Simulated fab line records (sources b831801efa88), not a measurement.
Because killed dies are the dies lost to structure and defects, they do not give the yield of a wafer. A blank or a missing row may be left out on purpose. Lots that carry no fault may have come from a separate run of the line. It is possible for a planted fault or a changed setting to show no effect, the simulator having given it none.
Which tool did it? / flow sky130 / Sampling: 13 lots, 39 wafers, 4 of 708 route steps

## WHAT EACH GAUGE READ, for each wafer
SKY_VT_ADJUST_HVTP_TW_MEAS_11. Usual: for VT_ADJUST_HVTP_TW the level is 1363 and the standard deviation is 6.1.
lot=L928; measured=day 6 01:02; on=film_metro-01; VT_ADJUST_HVTP_TW=1353 1348 1350; flag=
lot=L930; measured=day 6 20:31; on=film_metro-04; VT_ADJUST_HVTP_TW=1363 1353 1354; flag=
lot=L933; measured=day 7 11:33; on=film_metro-04; VT_ADJUST_HVTP_TW=1366 1362 1370; flag=
lot=L932; measured=day 7 12:49; on=film_metro-04; VT_ADJUST_HVTP_TW=1369 1366 1363; flag=
lot=L934; measured=day 7 18:41; on=film_metro-01; VT_ADJUST_HVTP_TW=1363 1362 1355; flag=
lot=L935; measured=day 8 00:10; on=film_metro-03; VT_ADJUST_HVTP_TW=1369 1369 1374; flag=
lot=L938; measured=day 8 17:40; on=film_metro-01; VT_ADJUST_HVTP_TW=1356 1362 1357; flag=
lot=L939; measured=day 9 00:41; on=film_metro-01; VT_ADJUST_HVTP_TW=1357 1360 1371; flag=
lot=L942; measured=day 9 19:52; on=film_metro-01; VT_ADJUST_HVTP_TW=1361 1359 1355; flag=
lot=L943; measured=day 10 00:05; on=film_metro-01; VT_ADJUST_HVTP_TW=1366 1365 1366; flag=
lot=L946; measured=day 10 19:25; on=film_metro-01; VT_ADJUST_HVTP_TW=1328 1335 1327; flag=OFF
lot=L948; measured=day 11 07:20; on=film_metro-01; VT_ADJUST_HVTP_TW=1331 1338 1332; flag=OFF
lot=L951; measured=day 12 05:52; on=film_metro-01; VT_ADJUST_HVTP_TW=1365 1360 1362; flag=

SKY_METAL1_OVL_MEAS_16. Usual: for METAL1_OVL the level is -2 nm and the standard deviation is 4.1.
lot=L928; measured=day 32 14:34; on=overlay-01; METAL1_OVL (nm)=-6 -3 -10; flag=
lot=L930; measured=day 33 23:21; on=overlay-01; METAL1_OVL (nm)=-5 0 -12; flag=
lot=L933; measured=day 34 13:17; on=overlay-01; METAL1_OVL (nm)=5 4 5; flag=
lot=L932; measured=day 34 19:56; on=overlay-02; METAL1_OVL (nm)=4 -1 1; flag=
lot=L934; measured=day 35 00:56; on=overlay-02; METAL1_OVL (nm)=-4 -4 -2; flag=
lot=L935; measured=day 35 13:23; on=overlay-02; METAL1_OVL (nm)=-4 -5 -4; flag=
lot=L938; measured=day 36 02:24; on=overlay-01; METAL1_OVL (nm)=9 4 3; flag=
lot=L939; measured=day 36 12:41; on=overlay-01; METAL1_OVL (nm)=1 8 2; flag=
lot=L942; measured=day 37 15:13; on=overlay-02; METAL1_OVL (nm)=2 -1 -5; flag=
lot=L943; measured=day 37 14:35; on=overlay-01; METAL1_OVL (nm)=1 -3 -5; flag=
lot=L946; measured=day 38 11:40; on=overlay-02; METAL1_OVL (nm)=-3 1 2; flag=
lot=L948; measured=day 39 03:50; on=overlay-01; METAL1_OVL (nm)=-4 -7 -1; flag=
lot=L951; measured=day 39 22:45; on=overlay-02; METAL1_OVL (nm)=-6 -1 -4; flag=

## EACH LOT AND THE TOOL THAT RAN IT (in order: tool; ch and the chambers of the sampled wafers; start)
lot=L928; SKY_VT_ADJUST_HVTP_IMPLANT_09=implanter-01 ch 0, day 6 00:49; SKY_METAL1_SPUTTER_01=pvd_sputter-02, day 31 11:48
lot=L930; SKY_VT_ADJUST_HVTP_IMPLANT_09=implanter-02 ch 0, day 6 20:16; SKY_METAL1_SPUTTER_01=pvd_sputter-04, day 32 21:30
lot=L933; SKY_VT_ADJUST_HVTP_IMPLANT_09=implanter-02 ch 0, day 7 11:21; SKY_METAL1_SPUTTER_01=pvd_sputter-02, day 33 10:53
lot=L932; SKY_VT_ADJUST_HVTP_IMPLANT_09=implanter-03 ch 0, day 7 12:35; SKY_METAL1_SPUTTER_01=pvd_sputter-04, day 33 17:28
lot=L934; SKY_VT_ADJUST_HVTP_IMPLANT_09=implanter-03 ch 0, day 7 18:27; SKY_METAL1_SPUTTER_01=pvd_sputter-04, day 33 22:28
lot=L935; SKY_VT_ADJUST_HVTP_IMPLANT_09=implanter-01 ch 0, day 7 23:56; SKY_METAL1_SPUTTER_01=pvd_sputter-01, day 34 11:02
lot=L938; SKY_VT_ADJUST_HVTP_IMPLANT_09=implanter-01 ch 0, day 8 17:25; SKY_METAL1_SPUTTER_01=pvd_sputter-04, day 35 01:26
lot=L939; SKY_VT_ADJUST_HVTP_IMPLANT_09=implanter-01 ch 0, day 9 00:27; SKY_METAL1_SPUTTER_01=pvd_sputter-04, day 35 10:10
lot=L942; SKY_VT_ADJUST_HVTP_IMPLANT_09=implanter-02 ch 0, day 9 19:37; SKY_METAL1_SPUTTER_01=pvd_sputter-02, day 36 12:50
lot=L943; SKY_VT_ADJUST_HVTP_IMPLANT_09=implanter-02 ch 0, day 9 23:52; SKY_METAL1_SPUTTER_01=pvd_sputter-04, day 36 11:54
lot=L946; SKY_VT_ADJUST_HVTP_IMPLANT_09=implanter-02 ch 0, day 10 19:10; SKY_METAL1_SPUTTER_01=pvd_sputter-02, day 37 10:11
lot=L948; SKY_VT_ADJUST_HVTP_IMPLANT_09=implanter-02 ch 0, day 11 07:06; SKY_METAL1_SPUTTER_01=pvd_sputter-04, day 38 02:10
lot=L951; SKY_VT_ADJUST_HVTP_IMPLANT_09=implanter-03 ch 0, day 12 05:37; SKY_METAL1_SPUTTER_01=pvd_sputter-02, day 38 21:50
- SKY_VT_ADJUST_HVTP_IMPLANT_09
- SKY_METAL1_SPUTTER_01: material TiN, target thk 20 nm, time 16.7 s.

## AS READ BY THE TOOLS THEMSELVES (means over the sampled wafers that have a number; for cases with no such wafer, the mark the record gives instead)
SKY_VT_ADJUST_HVTP_IMPLANT_09. Usual: beam_energy_keV 149.99, standard deviation 0.045.
lot=L928 tool=implanter-01 beam_energy_keV=150.01 flag=
lot=L930 tool=implanter-02 beam_energy_keV=150.01 flag=
lot=L933 tool=implanter-02 beam_energy_keV=149.98 flag=
lot=L932 tool=implanter-03 beam_energy_keV=149.90 flag=
lot=L934 tool=implanter-03 beam_energy_keV=149.98 flag=
lot=L935 tool=implanter-01 beam_energy_keV=149.99 flag=
lot=L938 tool=implanter-01 beam_energy_keV=149.97 flag=
lot=L939 tool=implanter-01 beam_energy_keV=150.04 flag=
lot=L942 tool=implanter-02 beam_energy_keV=150.02 flag=
lot=L943 tool=implanter-02 beam_energy_keV=150.03 flag=
lot=L946 tool=implanter-02 beam_energy_keV=137.05 flag=OFF
lot=L948 tool=implanter-02 beam_energy_keV=137.06 flag=OFF
lot=L951 tool=implanter-03 beam_energy_keV=149.93 flag=

SKY_METAL1_SPUTTER_01. Usual: throttle_valve_pct 30.7 %, standard deviation 0.65.
lot=L928; tool=pvd_sputter-02; throttle_valve_pct (%)=30.4; flag=
lot=L930; tool=pvd_sputter-04; throttle_valve_pct (%)=30.5; flag=
lot=L933; tool=pvd_sputter-02; throttle_valve_pct (%)=30.7; flag=
lot=L932; tool=pvd_sputter-04; throttle_valve_pct (%)=30.3; flag=
lot=L934; tool=pvd_sputter-04; throttle_valve_pct (%)=30.4; flag=
lot=L935; tool=pvd_sputter-01; throttle_valve_pct (%)=31.3; flag=
lot=L938; tool=pvd_sputter-04; throttle_valve_pct (%)=30.8; flag=
lot=L939; tool=pvd_sputter-04; throttle_valve_pct (%)=30.1; flag=
lot=L942; tool=pvd_sputter-02; throttle_valve_pct (%)=31.1; flag=
lot=L943; tool=pvd_sputter-04; throttle_valve_pct (%)=30.4; flag=
lot=L946; tool=pvd_sputter-02; throttle_valve_pct (%)=31.2; flag=
lot=L948; tool=pvd_sputter-04; throttle_valve_pct (%)=30.1; flag=
lot=L951; tool=pvd_sputter-02; throttle_valve_pct (%)=30.7; flag=

## THE ANSWER, worked out from the rows above alone
Rule: a lot counts as off when the mean over its wafers that have a number is more than 3 standard deviations away from the usual mean. Also off: a lot with no number at a reading for which 4 or more lots have one. Where the step has rows for the other lots, those lots are counted as sound. After the gauges, taken in route order, come the tools' own readings; for these a lot's mean is taken, as printed above. At the first step where some lot is off, the reading lying furthest off is the one used; lots without a number count as furthest.
Off: L946, L948, seen at SKY_VT_ADJUST_HVTP_TW_MEAS_11 (VT_ADJUST_HVTP_TW).
A tool fits if, at a process step before that reading, it ran every lot that is off, and no sound lot after the first of them. Not tried: the gauges at SKY_VT_ADJUST_HVTP_TW_MEAS_11; whatever is off there is also off at SKY_VT_ADJUST_HVTP_IMPLANT_09, on other tools, and gauge error can't account for it. One candidate fits, namely implanter-02 at SKY_VT_ADJUST_HVTP_IMPLANT_09. Its last sound lot is L943 (day 9 23:52), its first lot that is off L946 (day 10 19:10): a fault that began between those two fits.
On the lots that are off, the tool's own readings at SKY_VT_ADJUST_HVTP_IMPLANT_09 differ by more than 5 times the standard deviation of the sound lots' means, which bears it out; beam_energy_keV reads 137.06 there versus 149.99 on the sound lots.

## WHAT THE SIMULATOR HAD INSERTED
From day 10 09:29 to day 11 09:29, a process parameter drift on implanter-02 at SKY_VT_ADJUST_HVTP_IMPLANT_09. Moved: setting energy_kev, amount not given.
Shown lots that were struck: L946, L948. This agrees with what the rule above found.
